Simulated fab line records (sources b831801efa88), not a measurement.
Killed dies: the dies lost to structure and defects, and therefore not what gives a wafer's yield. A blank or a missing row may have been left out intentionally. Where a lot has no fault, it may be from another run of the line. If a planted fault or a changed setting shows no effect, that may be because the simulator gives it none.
fab line records + flow sky130
record
- lots=14
- wafers=42
- last-day=50
route steps=708 shown PWDE@49 CONTACT@425 METAL1@435
lots untouched by any fault: they come from a run of this same line in which no faults occurred
start-h: hours from the record's first day to the start of the lot's first wafer shown + wait-h: how many hours have passed since the lot's step before this one + " the same as in the row above + L1.1+2: a single row standing in for several wafers + - no value, or no start was given + * or withheld: withheld + < > ~ a bound
route shown NAME@n: NAME is a module with steps in the file, n the number in the route of the first one + usual: mean/standard deviation taken from wafers without a fault + same: alike in all rows + chamber/n: place in a boat + sites: per-site readings + _std_site: standard deviation across them + _edge_site: the outer-site mean with the inner-site mean subtracted + radius-mm: for every site, how far away it sits from the centre of the wafer + mask NAME#n: copy n + behind: the tool/chamber that last shaped the wafer + hold: why the lot went on hold/how many hours it stayed there/how the hold came to an end + device: which transistor (n, p or np) failed to switch + end of line: the route-end tests of the same wafers + for a step that has no rows: nothing shown but its recipe + killed: the dies lost at the first sort to structure and to defects; this is not the yield of the wafer + map: a wafer's dies, x killed, . not, _ none there
set.NAME: setting as actually run; set.NAME@STEP: the setting as run at that earlier step + model.NAME: the simulator's own value behind a step, which no gauge read
one table for each step of the route and one row for each wafer, over a sample of lots
services: from which hour (start-h, from the record's first day; less than 0 if before it) a tool's chamber was out of use, for how many hours, and why
## steps
# step SKY_PWDE_EXPOSE_04
# recipe
- mask-id=PWDEM
- na=0.6
- source-shape=conventional
- sigma-outer=0.6
- polarization=unpolarized
- target-cd-nm=840
- dose-mj=214
# usual
- exposure-dose-mJ-cm2=214.01/0.2
- focus-offset-nm=-0.1/0.55
- na=0.6/0
| lot.wafer | tool             | chamber | start-h | wait-h | mask    | exposure-dose-mJ-cm2 | focus-offset-nm | na  |
|-----------|------------------|---------|---------|--------|---------|----------------------|-----------------|-----|
| L461.1    | iline-stepper-01 | 0       | 61.03   | -      | PWDEM#0 | 214.18               | 0.3             | 0.6 |
| L461.4    | "                | 0       | "       | "      | PWDEM#0 | 213.97               | 0.2             | 0.6 |
| L461.5    | "                | 0       | "       | "      | PWDEM#0 | 214.04               | 0.8             | 0.6 |
| L462.1    | iline-stepper-02 | 0       | 69.01   | -      | PWDEM#0 | 214.14               | -0.3            | 0.6 |
| L462.3    | "                | 0       | "       | "      | PWDEM#0 | 214.28               | -0.9            | 0.6 |
| L462.4    | "                | 0       | "       | "      | PWDEM#0 | 214.13               | 0.1             | 0.6 |
| L464.1    | iline-stepper-02 | -       | 77.06   | -      | PWDEM#0 | -                    | -               | -   |
| L464.2    | "                | -       | "       | "      | PWDEM#0 | -                    | -               | -   |
| L464.6    | "                | -       | "       | "      | PWDEM#0 | -                    | -               | -   |
| L465.3    | iline-stepper-01 | -       | 82.05   | -      | PWDEM#0 | -                    | -               | -   |
| L465.4    | "                | -       | "       | "      | PWDEM#0 | -                    | -               | -   |
| L465.5    | "                | -       | "       | "      | PWDEM#0 | -                    | -               | -   |
| L466.1    | iline-stepper-01 | 0       | 89.51   | -      | PWDEM#0 | 213.89               | -0.3            | 0.6 |
| L466.2    | "                | 0       | "       | "      | PWDEM#0 | 213.96               | 0.0             | 0.6 |
| L466.4    | "                | 0       | "       | "      | PWDEM#0 | 213.82               | 0.5             | 0.6 |
| L471.1    | iline-stepper-01 | 0       | 116.48  | -      | PWDEM#0 | 214.19               | -0.7            | 0.6 |
| L471.2    | "                | 0       | "       | "      | PWDEM#0 | 214.08               | -0.5            | 0.6 |
| L471.6    | "                | 0       | "       | "      | PWDEM#0 | 213.92               | 0.5             | 0.6 |
| L474.1    | iline-stepper-02 | 0       | 131.95  | -      | PWDEM#0 | 214.24               | -0.8            | 0.6 |
| L474.3    | "                | 0       | "       | "      | PWDEM#0 | 213.96               | -0.2            | 0.6 |
| L474.6    | "                | 0       | "       | "      | PWDEM#0 | 213.79               | 0.0             | 0.6 |
| L475.1    | iline-stepper-02 | 0       | 137.76  | -      | PWDEM#0 | 214.23               | -0.4            | 0.6 |
| L475.3    | "                | 0       | "       | "      | PWDEM#0 | 214.14               | 0.2             | 0.6 |
| L475.6    | "                | 0       | "       | "      | PWDEM#0 | 214.30               | -0.1            | 0.6 |
| L478.1    | iline-stepper-02 | 0       | 155.99  | -      | PWDEM#0 | 213.88               | -1.0            | 0.6 |
| L478.3    | "                | 0       | "       | "      | PWDEM#0 | 213.99               | -0.6            | 0.6 |
| L478.5    | "                | 0       | "       | "      | PWDEM#0 | 213.79               | -0.3            | 0.6 |
| L479.1    | iline-stepper-02 | 0       | 159.41  | -      | PWDEM#0 | 214.00               | 0.6             | 0.6 |
| L479.2    | "                | 0       | "       | "      | PWDEM#0 | 213.90               | -0.1            | 0.6 |
| L479.5    | "                | 0       | "       | "      | PWDEM#0 | 214.02               | -0.4            | 0.6 |
| L480.2    | iline-stepper-02 | 0       | 162.65  | -      | PWDEM#0 | 214.24               | 0.0             | 0.6 |
| L480.3    | "                | 0       | "       | "      | PWDEM#0 | 214.20               | -0.9            | 0.6 |
| L480.6    | "                | 0       | "       | "      | PWDEM#0 | 214.26               | -0.1            | 0.6 |
| L481.3    | iline-stepper-02 | 0       | 175.30  | -      | PWDEM#0 | 213.97               | -0.9            | 0.6 |
| L481.4    | "                | 0       | "       | "      | PWDEM#0 | 213.98               | -0.2            | 0.6 |
| L481.5    | "                | 0       | "       | "      | PWDEM#0 | 214.17               | -1.0            | 0.6 |
| L482.2    | iline-stepper-01 | 0       | 181.52  | -      | PWDEM#0 | 214.12               | -1.0            | 0.6 |
| L482.3    | "                | 0       | "       | "      | PWDEM#0 | 213.91               | -0.7            | 0.6 |
| L482.6    | "                | 0       | "       | "      | PWDEM#0 | 213.77               | 0.3             | 0.6 |
| L483.1    | iline-stepper-02 | 0       | 186.55  | -      | PWDEM#0 | 213.81               | 0.2             | 0.6 |
| L483.3    | "                | 0       | "       | "      | PWDEM#0 | 213.96               | 0.1             | 0.6 |
| L483.6    | "                | 0       | "       | "      | PWDEM#0 | 214.40               | 0.2             | 0.6 |
# step SKY_CONTACT_STRIP_19
# recipe
- chemistry=O2/N2
- power-w=1400
- pressure-mtorr=1500
- platen-temp-c=withheld
- o2-flow-sccm=3000
- n2-flow-sccm=300
- overash-fraction=0.5
# usual
- chamber-pressure-mTorr=1500.0/1.3
- drypump-motor-current-A=5.4/0.4
- oes-product-au=0.380/0.0045
- strip-time-to-endpoint-s=3.613/0.029
| lot.wafer | tool            | chamber | start-h | wait-h | chamber-pressure-mTorr | drypump-motor-current-A | oes-product-au | rf-hours-counter-h | strip-time-to-endpoint-s |
|-----------|-----------------|---------|---------|--------|------------------------|-------------------------|----------------|--------------------|--------------------------|
| L461.1    | plasma-asher-01 | 1       | 730.57  | -      | 1498.9                 | 5.1                     | 0.390          | 107                | 3.575                    |
| L461.4    | "               | 0       | "       | "      | 1502.1                 | 4.9                     | 0.385          | -                  | 3.583                    |
| L461.5    | "               | 1       | "       | "      | 1500.3                 | 5.1                     | 0.381          | -                  | 3.582                    |
| L462.1    | plasma-asher-02 | 1       | 747.16  | -      | 1498.4                 | 5.6                     | 0.381          | 33                 | 3.596                    |
| L462.3    | "               | 0       | "       | "      | 1497.3                 | 6.3                     | 0.382          | -                  | 3.619                    |
| L462.4    | "               | 1       | "       | "      | 1499.6                 | 5.6                     | 0.371          | -                  | 3.532                    |
| L466.1    | plasma-asher-03 | 0       | 776.77  | -      | 1500.8                 | 5.5                     | 0.367          | 92                 | 3.599                    |
| L466.2    | "               | 1       | "       | "      | 1498.7                 | 5.3                     | 0.382          | 92                 | 3.636                    |
| L466.4    | "               | 1       | "       | "      | 1500.2                 | 5.3                     | 0.385          | -                  | 3.629                    |
| L464.1    | plasma-asher-01 | 1       | 779.21  | -      | 1499.7                 | 5.2                     | 0.376          | 3                  | 3.633                    |
| L464.2    | "               | 0       | "       | "      | 1499.3                 | 4.9                     | 0.379          | 3                  | 3.599                    |
| L464.6    | "               | 1       | "       | "      | 1499.2                 | 5.1                     | 0.383          | -                  | 3.609                    |
| L465.3    | plasma-asher-03 | 0       | 779.59  | -      | 1500.2                 | 5.5                     | 0.370          | -                  | 3.632                    |
| L465.4    | "               | 1       | "       | "      | 1500.1                 | 5.3                     | 0.374          | -                  | 3.573                    |
| L465.5    | "               | 0       | "       | "      | 1499.0                 | 5.5                     | 0.369          | -                  | 3.548                    |
| L471.1    | plasma-asher-03 | 0       | 815.26  | -      | 1500.0                 | 5.5                     | 0.385          | 96                 | 3.644                    |
| L471.2    | "               | 1       | "       | "      | 1499.4                 | 5.3                     | 0.388          | 96                 | 3.621                    |
| L471.6    | "               | 0       | "       | "      | 1501.1                 | 5.5                     | 0.378          | -                  | 3.605                    |
| L474.1    | plasma-asher-03 | 1       | 838.36  | -      | 1499.7                 | 5.3                     | 0.379          | 98                 | 3.611                    |
| L474.3    | "               | 0       | "       | "      | 1500.7                 | 5.5                     | 0.376          | -                  | 3.626                    |
| L474.6    | "               | 0       | "       | "      | 1500.6                 | 5.5                     | 0.386          | -                  | 3.601                    |
| L475.1    | plasma-asher-02 | 1       | 841.67  | -      | 1499.8                 | 5.6                     | 0.379          | 42                 | 3.599                    |
| L475.3    | "               | 1       | "       | "      | 1500.6                 | 5.5                     | 0.381          | -                  | 3.609                    |
| L475.6    | "               | 1       | "       | "      | 1499.3                 | 5.6                     | 0.376          | -                  | 3.636                    |
| L479.1    | plasma-asher-01 | 1       | 868.71  | -      | 1501.7                 | 5.2                     | 0.379          | 12                 | 3.614                    |
| L479.2    | "               | 0       | "       | "      | 1498.4                 | 4.9                     | 0.376          | 12                 | 3.594                    |
| L479.5    | "               | 1       | "       | "      | 1500.4                 | 5.1                     | 0.386          | -                  | 3.610                    |
| L478.1    | plasma-asher-03 | 1       | 869.77  | -      | 1501.0                 | 5.3                     | 0.377          | 101                | 3.589                    |
| L478.3    | "               | 0       | "       | "      | 1499.1                 | 5.5                     | 0.380          | -                  | 3.667                    |
| L478.5    | "               | 1       | "       | "      | 1500.3                 | 5.3                     | 0.380          | -                  | 3.606                    |
| L480.2    | plasma-asher-03 | 1       | 873.86  | -      | 1498.0                 | 5.4                     | 0.378          | 102                | 3.609                    |
| L480.3    | "               | 1       | "       | "      | 1499.0                 | 5.3                     | 0.374          | -                  | 3.627                    |
| L480.6    | "               | 1       | "       | "      | 1500.0                 | 5.3                     | 0.374          | -                  | 3.619                    |
| L481.3    | plasma-asher-01 | 0       | 891.91  | -      | 1501.1                 | 4.9                     | 0.380          | -                  | 3.629                    |
| L481.4    | "               | 1       | "       | "      | 1499.0                 | 5.1                     | 0.376          | -                  | 3.610                    |
| L481.5    | "               | 1       | "       | "      | 1499.0                 | 5.1                     | 0.376          | -                  | 3.606                    |
| L482.2    | plasma-asher-02 | 0       | 902.11  | -      | 1501.1                 | 6.3                     | 0.374          | 48                 | 3.612                    |
| L482.3    | "               | 1       | "       | "      | 1498.6                 | 5.6                     | 0.381          | -                  | 3.660                    |
| L482.6    | "               | 1       | "       | "      | 1500.4                 | 5.6                     | 0.378          | -                  | 3.645                    |
| L483.1    | plasma-asher-03 | 0       | 906.82  | -      | 1497.4                 | 5.5                     | 0.379          | 105                | 3.625                    |
| L483.3    | "               | 0       | "       | "      | 1501.2                 | 5.5                     | 0.382          | -                  | 3.602                    |
| L483.6    | "               | 1       | "       | "      | 1499.7                 | 5.4                     | 0.375          | -                  | 3.555                    |
# step SKY_METAL1_SPUTTER_01
# recipe
- material=TiN
- target-thk-nm=20
- power-w=6500
- time-s=16.7
- chamber-pressure-pa=0.4
# usual
- chamber-pressure-pa=0.4000/0.00088
- throttle-valve-pct=30.3/1.2
| lot.wafer | tool           | chamber | start-h | wait-h | chamber-pressure-pa | throttle-valve-pct |
|-----------|----------------|---------|---------|--------|---------------------|--------------------|
| L461.1    | pvd-sputter-01 | -       | 731.84  | 0.0    | 0.4006              | 28.9               |
| L461.4    | "              | -       | "       | "      | 0.3995              | 29.4               |
| L461.5    | "              | -       | "       | "      | 0.3995              | 29.4               |
| L462.1    | pvd-sputter-02 | -       | 748.42  | 0.0    | 0.3996              | 32.0               |
| L462.3    | "              | -       | "       | "      | 0.3992              | 31.1               |
| L462.4    | "              | -       | "       | "      | 0.3988              | 29.9               |
| L466.1    | pvd-sputter-02 | -       | 778.08  | 0.0    | 0.4017              | 31.2               |
| L466.2    | "              | -       | "       | "      | 0.4001              | 31.0               |
| L466.4    | "              | -       | "       | "      | 0.3997              | 31.9               |
| L464.1    | pvd-sputter-02 | -       | 780.52  | 0.0    | 0.3996              | 31.3               |
| L464.2    | "              | -       | "       | "      | 0.4000              | 30.2               |
| L464.6    | "              | -       | "       | "      | 0.4002              | 30.1               |
| L465.3    | pvd-sputter-04 | -       | 780.91  | 0.0    | 0.3999              | 29.7               |
| L465.4    | "              | -       | "       | "      | 0.3999              | 29.7               |
| L465.5    | "              | -       | "       | "      | 0.4009              | 29.3               |
| L471.1    | pvd-sputter-01 | -       | 816.53  | 0.0    | 0.4004              | 31.0               |
| L471.2    | "              | -       | "       | "      | 0.3992              | 29.7               |
| L471.6    | "              | -       | "       | "      | 0.3986              | 29.5               |
| L474.1    | pvd-sputter-01 | -       | 839.63  | 0.0    | 0.4004              | 29.5               |
| L474.3    | "              | -       | "       | "      | 0.3997              | 31.4               |
| L474.6    | "              | -       | "       | "      | 0.3985              | 31.5               |
| L475.1    | pvd-sputter-02 | -       | 842.94  | 0.0    | 0.3975              | 31.9               |
| L475.3    | "              | -       | "       | "      | 0.4003              | 31.1               |
| L475.6    | "              | -       | "       | "      | 0.3993              | 32.2               |
| L479.1    | pvd-sputter-02 | -       | 870.01  | 0.0    | 0.4012              | 29.9               |
| L479.2    | "              | -       | "       | "      | 0.3998              | 31.8               |
| L479.5    | "              | -       | "       | "      | 0.3990              | 30.9               |
| L478.1    | pvd-sputter-01 | -       | 871.04  | 0.0    | 0.4003              | 31.7               |
| L478.3    | "              | -       | "       | "      | 0.4005              | 28.7               |
| L478.5    | "              | -       | "       | "      | 0.3987              | 31.7               |
| L480.2    | pvd-sputter-04 | -       | 875.16  | 0.0    | 0.3992              | 29.6               |
| L480.3    | "              | -       | "       | "      | 0.4008              | 30.1               |
| L480.6    | "              | -       | "       | "      | 0.4004              | 27.7               |
| L481.3    | pvd-sputter-04 | -       | 893.18  | 0.0    | 0.4018              | 29.7               |
| L481.4    | "              | -       | "       | "      | 0.3989              | 27.7               |
| L481.5    | "              | -       | "       | "      | 0.3989              | 29.9               |
| L482.2    | pvd-sputter-01 | -       | 903.39  | 0.0    | 0.3999              | 31.1               |
| L482.3    | "              | -       | "       | "      | 0.4007              | 29.0               |
| L482.6    | "              | -       | "       | "      | 0.4020              | 28.9               |
| L483.1    | pvd-sputter-02 | -       | 908.10  | 0.0    | 0.4017              | 29.8               |
| L483.3    | "              | -       | "       | "      | 0.4003              | 32.0               |
| L483.6    | "              | -       | "       | "      | 0.3989              | 31.3               |
# step SKY_METAL1_STRIP_20
# recipe
- chemistry=O2/N2
- power-w=1400
- pressure-mtorr=1500
- platen-temp-c=withheld
- o2-flow-sccm=3000
- n2-flow-sccm=300
- overash-fraction=0.5
# usual
- chamber-pressure-mTorr=1500.0/1.4
- drypump-motor-current-A=5.3/0.42
- oes-product-au=0.342/0.0045
- strip-time-to-endpoint-s=2.690/0.029
| lot.wafer | tool            | chamber | start-h | wait-h | chamber-pressure-mTorr | drypump-motor-current-A | oes-product-au | rf-hours-counter-h | strip-time-to-endpoint-s |
|-----------|-----------------|---------|---------|--------|------------------------|-------------------------|----------------|--------------------|--------------------------|
| L461.1    | plasma-asher-03 | 0       | 759.83  | 0.1    | 1499.6                 | 5.5                     | 0.343          | 90                 | 2.700                    |
| L461.4    | "               | 0       | "       | "      | 1500.3                 | 5.5                     | 0.348          | -                  | 2.718                    |
| L461.5    | "               | 1       | "       | "      | 1500.5                 | 5.3                     | 0.343          | -                  | 2.715                    |
| L462.1    | plasma-asher-03 | 1       | 775.91  | 0.1    | 1502.4                 | 5.4                     | 0.341          | 92                 | 2.632                    |
| L462.3    | "               | 1       | "       | "      | 1500.9                 | 5.4                     | 0.342          | -                  | 2.658                    |
| L462.4    | "               | 0       | "       | "      | 1499.0                 | 5.5                     | 0.329          | -                  | 2.626                    |
| L466.1    | plasma-asher-04 | 1       | 805.80  | 0.1    | 1499.7                 | 4.7                     | 0.344          | 68                 | 2.713                    |
| L466.2    | "               | 0       | "       | "      | 1500.8                 | 5.9                     | 0.343          | 68                 | 2.688                    |
| L466.4    | "               | 0       | "       | "      | 1501.8                 | 5.9                     | 0.336          | -                  | 2.681                    |
| L464.1    | plasma-asher-04 | 0       | 807.82  | 0.1    | 1501.5                 | 5.9                     | 0.338          | 68                 | 2.702                    |
| L464.2    | "               | 1       | "       | "      | 1497.7                 | 4.7                     | 0.342          | 68                 | 2.661                    |
| L464.6    | "               | 0       | "       | "      | 1499.6                 | 5.9                     | 0.347          | -                  | 2.702                    |
| L465.3    | plasma-asher-03 | 0       | 808.28  | 0.1    | 1500.5                 | 5.5                     | 0.344          | -                  | 2.645                    |
| L465.4    | "               | 1       | "       | "      | 1501.9                 | 5.3                     | 0.343          | -                  | 2.707                    |
| L465.5    | "               | 1       | "       | "      | 1501.5                 | 5.3                     | 0.341          | -                  | 2.653                    |
| L471.1    | plasma-asher-03 | 0       | 843.50  | 0.1    | 1498.3                 | 5.5                     | 0.345          | 98                 | 2.714                    |
| L471.2    | "               | 1       | "       | "      | 1499.2                 | 5.3                     | 0.343          | 98                 | 2.671                    |
| L471.6    | "               | 0       | "       | "      | 1500.6                 | 5.5                     | 0.340          | -                  | 2.656                    |
| L474.1    | plasma-asher-04 | 0       | 866.36  | 0.1    | 1500.8                 | 5.9                     | 0.344          | 74                 | 2.702                    |
| L474.3    | "               | 1       | "       | "      | 1497.2                 | 4.7                     | 0.346          | -                  | 2.678                    |
| L474.6    | "               | 1       | "       | "      | 1500.5                 | 4.7                     | 0.336          | -                  | 2.663                    |
| L475.1    | plasma-asher-04 | 1       | 869.40  | 0.1    | 1498.8                 | 4.7                     | 0.330          | 74                 | 2.662                    |
| L475.3    | "               | 1       | "       | "      | 1501.0                 | 4.7                     | 0.344          | -                  | 2.726                    |
| L475.6    | "               | 0       | "       | "      | 1502.3                 | 5.9                     | 0.339          | -                  | 2.698                    |
| L479.1    | plasma-asher-04 | 1       | 896.66  | 0.1    | 1498.0                 | 4.7                     | 0.342          | 77                 | 2.672                    |
| L479.2    | "               | 0       | "       | "      | 1498.4                 | 5.9                     | 0.338          | 77                 | 2.655                    |
| L479.5    | "               | 0       | "       | "      | 1499.3                 | 5.9                     | 0.345          | -                  | 2.716                    |
| L478.1    | plasma-asher-01 | 1       | 898.21  | 0.1    | 1499.7                 | 5.1                     | 0.349          | 15                 | 2.721                    |
| L478.3    | "               | 1       | "       | "      | 1500.2                 | 5.1                     | 0.339          | -                  | 2.663                    |
| L478.5    | "               | 0       | "       | "      | 1501.2                 | 4.9                     | 0.339          | -                  | 2.661                    |
| L480.2    | plasma-asher-01 | 1       | 901.86  | 0.1    | 1498.7                 | 5.1                     | 0.342          | 16                 | 2.725                    |
| L480.3    | "               | 1       | "       | "      | 1498.6                 | 5.2                     | 0.348          | -                  | 2.722                    |
| L480.6    | "               | 0       | "       | "      | 1501.1                 | 4.9                     | 0.340          | -                  | 2.741                    |
| L481.3    | plasma-asher-04 | 0       | 919.20  | 0.1    | 1501.1                 | 5.9                     | 0.339          | -                  | 2.707                    |
| L481.4    | "               | 1       | "       | "      | 1499.6                 | 4.7                     | 0.341          | -                  | 2.665                    |
| L481.5    | "               | 1       | "       | "      | 1500.7                 | 4.7                     | 0.342          | -                  | 2.636                    |
| L482.2    | plasma-asher-01 | 0       | 928.81  | 0.1    | 1497.6                 | 4.9                     | 0.347          | 19                 | 2.703                    |
| L482.3    | "               | 1       | "       | "      | 1498.9                 | 5.2                     | 0.343          | -                  | 2.675                    |
| L482.6    | "               | 0       | "       | "      | 1502.5                 | 4.9                     | 0.337          | -                  | 2.708                    |
| L483.1    | plasma-asher-03 | 1       | 933.01  | 0.1    | 1501.5                 | 5.4                     | 0.347          | 107                | 2.714                    |
| L483.3    | "               | 0       | "       | "      | 1501.0                 | 5.5                     | 0.342          | -                  | 2.680                    |
| L483.6    | "               | 0       | "       | "      | 1501.6                 | 5.5                     | 0.340          | -                  | 2.735                    |
## services
| tool             | chamber | start-h | hours | kind   |
|------------------|---------|---------|-------|--------|
| plasma-asher-01  | -       | 74.16   | 14.6  | pm     |
| iline-stepper-02 | -       | 114.38  | 1.7   | pm     |
| plasma-asher-01  | -       | 166.14  | 3.9   | repair |
| plasma-asher-01  | -       | 253.97  | 2.3   | repair |
| iline-stepper-02 | -       | 332.56  | 1.7   | pm     |
| plasma-asher-03  | -       | 335.24  | 3.8   | repair |
| plasma-asher-01  | -       | 408.87  | 9.4   | repair |
| plasma-asher-03  | -       | 461.51  | 1.4   | repair |
| iline-stepper-02 | -       | 518.64  | 9.0   | repair |
| iline-stepper-02 | -       | 544.59  | 8.9   | pm     |
| iline-stepper-02 | -       | 553.48  | 1.7   | pm     |
| plasma-asher-01  | -       | 578.85  | 2.8   | pm     |
| plasma-asher-01  | -       | 591.32  | 3.3   | repair |
| plasma-asher-03  | -       | 601.09  | 52.7  | repair |
| plasma-asher-03  | -       | 623.90  | 3.5   | repair |
| plasma-asher-03  | -       | 702.76  | 7.7   | repair |
| plasma-asher-01  | -       | 733.75  | 9.0   | pm     |
| plasma-asher-01  | -       | 750.62  | 2.0   | repair |
| plasma-asher-03  | -       | 757.62  | 2.1   | repair |
| plasma-asher-03  | -       | 768.43  | 0.8   | repair |
| iline-stepper-02 | -       | 768.92  | 1.7   | pm     |
| plasma-asher-01  | -       | 833.83  | 1.3   | repair |
| iline-stepper-02 | -       | 858.06  | 0.6   | repair |
| plasma-asher-01  | -       | 870.22  | 0.4   | repair |
## key
first-sign
- step=SKY_PWDE_EXPOSE_04
- reading=tool-record
- direction=missing
effect none on later readings
met-at SKY_PWDE_EXPOSE_04
struck-lots L464,L465
sort-left-out L464.1,L464.2,L464.6,L465.3,L465.4,L465.5
tester-left-out L464,L465
not-acting-at SKY_CONTACT_STRIP_19,SKY_METAL1_SPUTTER_01,SKY_METAL1_STRIP_20
onset-between 69.01 77.06
fault
- kind=skipped-step-whole
- tool=iline-stepper-01,iline-stepper-02
- chamber=-
- onset-h=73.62
- steps=SKY_PWDE_EXPOSE_04
- scope=struck-lots-only
# tester-left-out: of these lots the tester's yield and bins aren't shown, on N5 and GAA mostly nor the transistor test; their killed dies are dies lost to structure and defects alone, not to doping, threshold or leakage, so they don't give the yield
# sort-left-out: the simulated sort isn't trusted on such a fault, so these wafers' sort isn't shown, and their yield isn't known
